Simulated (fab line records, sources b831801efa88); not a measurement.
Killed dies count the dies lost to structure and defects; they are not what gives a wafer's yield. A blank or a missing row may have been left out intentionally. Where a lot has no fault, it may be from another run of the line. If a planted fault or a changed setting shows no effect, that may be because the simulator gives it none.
fab line records	flow sky130
[record] lots = 5	wafers = 15	last_day = 51
route steps=708 shown FIELD_ISO@6 PAD_OPEN@708
lots that met no fault: taken from a fault-free run of the same line
start_h: hours from the record's opening day to when the first of the lot's shown wafers began	wait_h: time in hours since the lot's previous step	" same as the row above	L1.1+2: a row that stands for several wafers	- value missing, or start not given	* or withheld: withheld	< > ~ a bound
route shown NAME@n: a module of which the file shows steps, and the number in the route of the first	usual: mean and standard deviation over wafers with no fault	same: alike in all rows	chamber/n: place in a boat	sites: the reading at each site	_std_site: standard deviation across them	_edge_site: outer sites' mean less inner sites'	radius_mm: how far each site lies from the wafer's centre	mask NAME#n: copy n	behind: the most recent tool/chamber to have shaped the wafer	hold: the reason the lot was held/the length of the hold in hours/how it ended	device: which transistor (n, p or np) failed to switch	end of line: at the end of the route, the tests of the same wafers	step lacking rows: just its recipe	killed: the dies lost at the first sort to structure and to defects; this is not the yield of the wafer	map: a wafer's dies, x killed, . not, _ none there
set.NAME: setting as actually run; set.NAME@STEP: the setting as run at that earlier step	model.NAME: the simulator's own value behind a step, which no gauge read
lots seen at some steps along the route; tables by step, rows by wafer
services: when a tool's chamber went out of use (start_h, in hours from the record's first day, below 0 if earlier), for how many hours, and the reason
[[steps]]
[step SKY_FIELD_ISO_DEHYDRATE_05]
[recipe] temp_c = 200	time_s = 60
[step SKY_FIELD_ISO_HMDS_06]
[recipe] prime_time_s = 60	prime_temp_c = 120
[step SKY_FIELD_ISO_COAT_07]
[recipe] resist = BARC	temp_c = withheld	time_s = withheld	spin_rpm = 3000	resist_thk_nm = 60
[step SKY_FIELD_ISO_COAT_08]
[recipe] resist = KrF-thick	spin_rpm = 3000	resist_thk_nm = 450
[step SKY_FIELD_ISO_SOFTBAKE_09]
[recipe] temp_c = 100	time_s = 90	resist = KrF-thick
[step SKY_FIELD_ISO_EXPOSE_10]
[recipe] mask_id = FOM	na = 0.68	source_shape = annular	sigma_inner = 0.4	sigma_outer = 0.8	target_cd_nm = 150	dose_mj = 28
[step SKY_FIELD_ISO_PEB_11]
[recipe] peb_temp_c = withheld	peb_time_s = withheld	resist = KrF-thick
[step SKY_FIELD_ISO_DEVELOP_12]
[recipe] develop_time_s = 60	resist = KrF-thick	dev_temp_c = 21
[step SKY_FIELD_ISO_CD_MEAS_13]
[recipe] target_cd_nm = 150
[usual] cd_nm = 150.4/1.6
lot.wafer	tool	chamber	start_h	wait_h	cd_nm
L143.3	cd_sem-02	-	34.11	-	148.8
L143.4	"	-	"	"	150.6
L143.5	"	-	"	"	149.8
L149.1	cd_sem-01	-	66.67	-	150.2
L149.4	"	-	"	"	149.3
L149.6	"	-	"	"	151.2
L152.3	cd_sem-01	-	81.72	-	151.6
L152.5	"	-	"	"	150.8
L152.6	"	-	"	"	152.1
L158.3	cd_sem-02	-	113.27	-	153.1
L158.4	"	-	"	"	154.4
L158.5	"	-	"	"	152.5
L165.1	cd_sem-02	-	154.32	-	149.8
L165.4	"	-	"	"	150.6
L165.6	"	-	"	"	150.6
[step SKY_FIELD_ISO_ETCH_14]
[recipe] chemistry = N2/H2	target = BARC	ion_energy_ev = 200	source_w = 500	bias_w = 100	pressure_mtorr = 30	n2_flow_sccm = 100	h2_flow_sccm = 200	stop_on = SiO2	time_s = 45.9	target_depth_a = 600
[usual] drypump_motor_current_A = 5.9/0.42	oes_product_au = 0.854/0.0044	run_length_s = 74.2/0.43	throttle_valve_pct = 13.225/0.0097
lot.wafer	tool	chamber	start_h	wait_h	drypump_motor_current_A	oes_product_au	rf_hours_counter_h	run_length_s	throttle_valve_pct
L143.3	rie_diel-04	1	34.19	0.1	6.2	0.857	128	74.3	13.226
L143.4	"	3	"	"	6.3	0.854	114	73.8	13.233
L143.5	"	3	"	"	6.3	0.850	-	73.8	13.218
L149.1	rie_diel-02	3	66.79	0.1	6.5	0.854	3	73.7	13.218
L149.4	"	2	"	"	5.9	0.856	28	73.2	13.210
L149.6	"	2	"	"	5.9	0.861	-	73.4	13.218
L152.3	rie_diel-02	1	81.80	0.1	4.9	0.852	54	74.4	13.217
L152.5	"	3	"	"	6.5	0.852	-	74.0	13.239
L152.6	"	2	"	"	5.9	0.855	-	73.4	13.248
L158.3	rie_diel-01	0	113.35	0.1	6.4	0.864	151	75.2	13.215
L158.4	"	2	"	"	5.7	0.845	75	74.5	13.224
L158.5	"	3	"	"	5.4	0.852	-	74.2	13.223
L165.1	rie_diel-01	1	154.44	0.1	5.7	0.850	115	73.9	13.213
L165.4	"	0	"	"	6.4	0.852	152	74.8	13.219
L165.6	"	2	"	"	5.7	0.856	-	74.6	13.225
[step SKY_FIELD_ISO_ETCH_15]
[recipe] chemistry = CHF3/O2	target_depth_nm = 180	stop_on = Si	source_w = 600	bias_w = 200	pressure_mtorr = 40	chf3_flow_sccm = 50	O2_flow_sccm = 5	time_s = 72
[usual] drypump_motor_current_A = 5.9/0.42	oes_product_au = 0.948/0.0072	run_length_s = 100.2/0.45	throttle_valve_pct = 8.845/0.01
lot.wafer	tool	chamber	start_h	wait_h	drypump_motor_current_A	oes_product_au	rf_hours_counter_h	run_length_s	throttle_valve_pct
L143.3	rie_diel-04	1	34.23	0.0	6.2	0.952	128	100.7	8.863
L143.4	"	3	"	"	6.3	0.947	114	99.9	8.859
L143.5	"	3	"	"	6.3	0.953	-	100.2	8.844
L149.1	rie_diel-02	3	66.83	0.0	6.5	0.940	3	99.5	8.840
L149.4	"	2	"	"	5.9	0.940	28	99.4	8.842
L149.6	"	2	"	"	5.9	0.943	-	99.6	8.854
L152.3	rie_diel-02	1	81.84	0.0	4.9	0.936	54	100.6	8.839
L152.5	"	3	"	"	6.5	0.940	-	99.7	8.840
L152.6	"	2	"	"	5.9	0.935	-	99.4	8.841
L158.3	rie_diel-01	0	113.39	0.0	6.4	0.969	151	101.4	8.855
L158.4	"	2	"	"	5.7	0.957	75	100.6	8.844
L158.5	"	3	"	"	5.4	0.956	-	100.5	8.853
L165.1	rie_diel-01	1	154.48	0.0	5.7	0.948	115	99.7	8.845
L165.4	"	0	"	"	6.4	0.944	152	101.0	8.843
L165.6	"	2	"	"	5.7	0.950	-	101.0	8.838
[step SKY_FIELD_ISO_STRIP_16]
[recipe] chemistry = O2/N2	power_w = 1400	pressure_mtorr = 1500	platen_temp_c = withheld	o2_flow_sccm = 3000	n2_flow_sccm = 300	overash_fraction = 0.5
[usual] drypump_motor_current_A = 5.6/0.45	oes_product_au = 0.378/0.0048	strip_time_to_endpoint_s = 3.540/0.026
lot.wafer	tool	chamber	start_h	wait_h	drypump_motor_current_A	oes_product_au	rf_hours_counter_h	strip_time_to_endpoint_s
L143.3	plasma_asher-02	1	34.32	0.1	5.0	0.381	-	3.545
L143.4	"	0	"	"	6.0	0.380	-	3.532
L143.5	"	1	"	"	4.9	0.370	-	3.542
L149.1	plasma_asher-02	0	66.89	0.0	6.0	0.380	37	3.508
L149.4	"	1	"	"	5.0	0.372	-	3.544
L149.6	"	1	"	"	5.0	0.377	-	3.512
L152.3	plasma_asher-01	1	81.93	0.1	6.1	0.381	-	3.574
L152.5	"	1	"	"	6.1	0.373	-	3.539
L152.6	"	0	"	"	5.5	0.378	-	3.525
L158.3	plasma_asher-01	0	113.50	0.1	5.5	0.382	-	3.534
L158.4	"	1	"	"	6.1	0.378	-	3.497
L158.5	"	1	"	"	6.1	0.377	-	3.507
L165.1	plasma_asher-02	0	154.54	0.0	6.0	0.372	3	3.568
L165.4	"	0	"	"	6.0	0.376	-	3.522
L165.6	"	0	"	"	6.0	0.380	-	3.536
[step SKY_FIELD_ISO_ETCH_17]
[recipe] target_depth_a = 3420	mask_material = Si3N4	chemistry = HBr/Cl2/O2	target = Si	taper_deg = 5	icp_w = 600	bias_w = 150	pressure_mtorr = 15	HBr_flow_sccm = 150	Cl2_flow_sccm = 40	O2_flow_sccm = 6	time_s = 97.7
[usual] drypump_motor_current_A = 5.8/0.36	oes_product_au = 0.999/0.0076	run_length_s = 125.9/0.4	throttle_valve_pct = 25.656/0.0094
lot.wafer	tool	chamber	start_h	wait_h	drypump_motor_current_A	oes_product_au	rf_hours_counter_h	run_length_s	throttle_valve_pct	model.FIELD_ISO.feature_depth_nm	model.etch.depth_nm
L143.3	rie_si-01	2	34.39	0.0	5.6	0.996	60	126.3	25.669	342.1	342.1
L143.4	"	0	"	"	6.1	1.007	91	125.9	25.663	343.7	343.7
L143.5	"	2	"	"	5.6	0.999	-	127.0	25.647	343.9	343.9
L149.1	rie_si-01	1	66.99	0.1	5.9	0.997	100	125.4	25.635	343.7	343.7
L149.4	"	2	"	"	5.6	0.990	60	126.5	25.671	341.3	341.3
L149.6	"	2	"	"	5.6	1.002	-	126.4	25.664	341.9	341.9
L152.3	rie_si-01	1	82.00	0.0	5.9	1.012	100	117.8	25.640	320	320
L152.5	"	3	"	"	6.0	0.998	-	126.6	25.663	337.1	337.1
L152.6	"	2	"	"	5.6	0.993	-	126.7	25.655	341.9	341.9
L158.3	rie_si-02	3	113.57	0.0	5.1	0.989	0	125.4	25.662	337.7	337.7
L158.4	"	2	"	"	5.5	0.993	90	125.7	25.656	340.5	340.5
L158.5	"	1	"	"	6.4	0.991	-	125.6	25.663	338.8	338.8
L165.1	rie_si-02	3	154.64	0.1	5.0	0.985	0	125.4	25.666	336.9	336.9
L165.4	"	3	"	"	5.0	0.992	-	125.5	25.684	335.5	335.5
L165.6	"	2	"	"	5.5	0.991	-	125.6	25.648	338.5	338.5
[step SKY_FIELD_ISO_WET_ETCH_18]
[recipe] chemistry = H3PO4	target_depth_nm = 25	temp_c = 160	target = Si3N4	time_s = 286
[step SKY_PAD_OPEN_PROBE_99]
[usual] killed_at_M0_to_M3 = 44/6.9	killed_at_M4_up = 3.1/1.7	killed_at_contacts = 25/5.6	killed_at_front_end = 14/4.3	killed_at_other = 0.3/0.51	killed_dies = 86/9.8	killed_open = 47/6.5	killed_short = 39/6.6
[same] gross_dies = 492	killed_at_back_side = 0
lot.wafer	tool	chamber	start_h	wait_h	killed_at_M0_to_M3	killed_at_M4_up	killed_at_contacts	killed_at_front_end	killed_at_other	killed_dies	killed_open	killed_short	model.etest.res_p_drift_20v.line_ohm_um	model.etest.res_p_drift_20v.rs_ohm_sq	model.etest.pfet_16v.r_on_ohm_um	model.etest.res_iso_pwell.rs_ohm_sq	model.etest.res_iso_pwell.line_ohm_um	model.etest.res_nwell.rs_ohm_sq	model.etest.pfet_16v.drive_ua_um	model.etest.cap_poly_to_well.c_af_um2
L143.3	prober-01	-	1102.97	0.2	44	9	32	18	0	103	56	47	1.196e+04	1.006e+04	1.546e+04	3261	1224	911.1	241.8	91.23
L143.4	prober-01	-	1103.02	0.2	51	3	27	11	0	92	46	46	1.208e+04	9966	1.548e+04	3228	1226	910.3	240.8	89.47
L143.5	prober-01	-	1103.07	0.2	41	2	33	14	0	90	46	44	1.223e+04	1.009e+04	1.558e+04	3267	1258	913.8	242.6	89.05
L149.1	prober-01	-	1131.44	0.1	37	5	21	16	0	79	45	34	1.096e+04	9258	1.543e+04	3365	1285	974.9	245.8	92.77
L149.4	prober-01	-	1131.59	0.2	44	2	22	17	0	85	44	41	1.095e+04	9251	1.52e+04	3342	1265	975.4	250	90.14
L149.6	prober-01	-	1131.69	0.2	56	3	21	19	0	99	50	49	1.11e+04	9257	1.54e+04	3305	1244	976.1	247.9	93.65
L152.3	prober-02	-	1154.97	0.2	38	6	36	18	0	98	57	41	1.014e+04	8296	1.406e+04	2597	976.2	839.7	260	96.93
L152.5	prober-02	-	1155.07	0.2	50	2	20	16	1	89	45	44	1.087e+04	8994	1.46e+04	2906	1092	880.9	253.1	94.81
L152.6	prober-02	-	1155.12	0.2	49	4	27	9	1	90	40	50	1.111e+04	9229	1.476e+04	2968	1128	892.1	252.9	90.27
L158.3	prober-02	-	1181.87	0.2	43	2	34	13	0	92	52	40	1.132e+04	9309	1.485e+04	2936	1119	992	248.2	92.18
L158.4	prober-02	-	1181.92	0.2	45	6	22	16	0	89	45	44	1.142e+04	9524	1.501e+04	3023	1144	1003	247.4	90.84
L158.5	prober-02	-	1181.97	0.2	47	6	16	13	0	82	42	40	1.152e+04	9354	1.487e+04	2947	1124	982.8	246.8	92.7
L165.1	prober-02	-	1214.53	0.1	51	3	31	20	0	105	56	49	1.042e+04	8621	1.501e+04	2875	1074	964.9	247	91.09
L165.4	prober-02	-	1214.68	0.2	47	4	47	15	0	113	64	49	1.04e+04	8555	1.494e+04	2819	1069	947.8	250.3	89.38
L165.6	prober-02	-	1214.78	0.2	45	1	26	12	1	85	46	39	1.049e+04	8665	1.498e+04	2937	1120	972.4	244.4	91.82
// killed by level:class
L143.3 CONTACT:geometric_particle:open=12 VIA1:geometric_particle:open=12 VIA3:geometric_particle:open=10 FIELD_ISO:geometric_particle:short=7 LI_CONTACT:geometric_particle:open=7 CONTACT:geometric_particle:short=7 POLY_GATE:geometric_particle:short=6 METAL4:geometric_particle:short=6
L143.4 CONTACT:geometric_particle:open=11 VIA1:geometric_particle:open=10 VIA2:geometric_particle:open=8 METAL2:geometric_particle:short=7 FIELD_ISO:geometric_particle:short=6 VIA2:geometric_particle:short=5 VIA3:geometric_particle:open=5 LI_CONTACT:geometric_particle:short=4
L143.5 CONTACT:geometric_particle:open=15 METAL1:geometric_particle:short=9 VIA1:geometric_particle:open=8 CONTACT:geometric_particle:short=6 VIA1:geometric_particle:short=6 FIELD_ISO:geometric_particle:open=5 LOCAL_INTERCONNECT:geometric_particle:short=5 VIA2:geometric_particle:open=5
L149.1 CONTACT:geometric_particle:open=10 VIA1:geometric_particle:open=9 METAL2:geometric_particle:short=6 LI_CONTACT:geometric_particle:open=5 CONTACT:geometric_particle:short=5 FIELD_ISO:geometric_particle:open=4 VIA3:geometric_particle:open=4 METAL4:geometric_particle:short=4
L149.4 VIA1:geometric_particle:open=11 CONTACT:geometric_particle:short=8 CONTACT:geometric_particle:open=7 VIA1:geometric_particle:short=7 LI_CONTACT:geometric_particle:open=6 FIELD_ISO:geometric_particle:short=5 METAL2:geometric_particle:short=5 FIELD_ISO:geometric_particle:open=4
L149.6 VIA1:geometric_particle:open=11 METAL2:geometric_particle:short=8 CONTACT:geometric_particle:open=8 VIA2:geometric_particle:open=8 POLY_GATE:geometric_particle:short=6 VIA1:geometric_particle:short=6 METAL1:geometric_particle:short=5 VIA3:geometric_particle:open=5
L152.3 CONTACT:geometric_particle:open=12 VIA3:geometric_particle:open=11 LI_CONTACT:geometric_particle:open=9 VIA1:geometric_particle:open=9 FIELD_ISO:geometric_particle:open=6 CONTACT:geometric_particle:short=6 METAL1:geometric_particle:short=5 LI_CONTACT:geometric_particle:short=4
L152.5 VIA1:geometric_particle:open=8 POLY_GATE:geometric_particle:open=6 METAL2:geometric_particle:short=6 LOCAL_INTERCONNECT:geometric_particle:short=6 METAL1:geometric_particle:short=6 VIA3:geometric_particle:short=6 VIA2:geometric_particle:open=6 VIA3:geometric_particle:open=6
L152.6 CONTACT:geometric_particle:open=12 METAL1:geometric_particle:short=11 METAL2:geometric_particle:short=7 VIA1:geometric_particle:open=6 LI_CONTACT:geometric_particle:short=5 VIA2:geometric_particle:open=5 VIA1:geometric_particle:short=4 LOCAL_INTERCONNECT:geometric_particle:short=4
L158.3 CONTACT:geometric_particle:open=14 VIA1:geometric_particle:open=10 VIA2:geometric_particle:open=9 LI_CONTACT:geometric_particle:short=6 LOCAL_INTERCONNECT:geometric_particle:short=5 METAL2:geometric_particle:short=5 VIA3:geometric_particle:open=4 CONTACT:geometric_particle:short=4
L158.4 VIA1:geometric_particle:open=10 FIELD_ISO:geometric_particle:open=7 VIA1:geometric_particle:short=7 CONTACT:geometric_particle:open=6 POLY_GATE:geometric_particle:short=5 LI_CONTACT:geometric_particle:open=5 METAL1:geometric_particle:short=5 VIA2:geometric_particle:short=5
L158.5 VIA1:geometric_particle:open=10 VIA2:geometric_particle:open=6 VIA3:geometric_particle:open=6 METAL4:geometric_particle:short=6 CONTACT:geometric_particle:short=5 METAL1:geometric_particle:short=5 METAL2:geometric_particle:short=5 METAL3:geometric_particle:short=5
L165.1 VIA3:geometric_particle:open=15 CONTACT:geometric_particle:open=9 METAL1:geometric_particle:short=8 LI_CONTACT:geometric_particle:open=8 FIELD_ISO:geometric_particle:short=7 CONTACT:geometric_particle:short=7 VIA1:geometric_particle:open=7 METAL2:geometric_particle:short=5
L165.4 VIA1:geometric_particle:open=15 CONTACT:geometric_particle:open=14 LOCAL_INTERCONNECT:geometric_particle:short=11 LI_CONTACT:geometric_particle:open=10 FIELD_ISO:geometric_particle:open=8 VIA3:geometric_particle:open=8 CONTACT:geometric_particle:short=6 LI_CONTACT:geometric_particle:short=5
L165.6 METAL1:geometric_particle:short=12 LI_CONTACT:geometric_particle:open=11 VIA1:geometric_particle:open=10 CONTACT:geometric_particle:open=8 VIA3:geometric_particle:open=8 FIELD_ISO:geometric_particle:short=7 CONTACT:geometric_particle:short=5 FIELD_ISO:geometric_particle:open=4
[[services]]
tool	chamber	start_h	hours	kind
rie_diel-02	-	17.65	0.5	repair
rie_diel-04	-	20.28	1.0	repair
rie_si-02	2	24.23	5.6	repair
rie_si-01	-	26.12	0.1	repair
rie_diel-02	3	52.32	8.4	repair
rie_si-02	3	77.01	-	clean
rie_si-02	3	77.01	19.5	scheduled_down
rie_si-02	3	77.01	19.5	vent_cycle
rie_diel-04	0	88.65	-	clean
rie_diel-04	0	88.65	14.1	scheduled_down
rie_diel-04	0	88.65	14.1	vent_cycle
rie_si-01	-	94.16	0.2	repair
rie_si-01	3	104.40	3.7	repair
rie_si-01	2	107.73	9.5	repair
plasma_asher-02	-	108.75	9.0	pm
plasma_asher-02	0	108.75	9.0	vent_cycle
plasma_asher-02	1	108.75	9.0	vent_cycle
plasma_asher-02	0	117.75	-	clean
plasma_asher-02	1	117.75	-	clean
rie_diel-02	-	135.92	14.6	pm
rie_si-02	1	142.97	-	clean
rie_si-02	1	142.97	18.5	scheduled_down
rie_si-02	1	142.97	18.5	vent_cycle
[[key]]
[first_sign] step = SKY_FIELD_ISO_ETCH_17	reading = run_length_s	direction = down	sigmas = 20	usual = *	struck = *
effect none on later readings
[model_effect] step = SKY_FIELD_ISO_ETCH_17	value = FIELD_ISO.feature_depth_nm	without = 347.6	struck = 320
[model_effect] step = SKY_PAD_OPEN_PROBE_99	value = etest.res_p_drift_20v.line_ohm_um	without = 1.166e+04	struck = 1.014e+04
met_at SKY_FIELD_ISO_ETCH_17
struck_wafers L152.3
tester_left_out L152
onset_between 66.99 82.00
[fault] kind = process_parameter_drift	tool = rie_si-01	chamber = 1	onset_h = 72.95	steps = SKY_FIELD_ISO_ETCH_17	channel = time_s	offset = *	shape = step	end_h = 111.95	acts_in = *	stated = *
// tester_left_out: of these lots the tester's yield and bins aren't shown, on N5 and GAA mostly nor the transistor test; their killed dies are dies lost to structure and defects alone, not to doping, threshold or leakage, so they don't give the yield
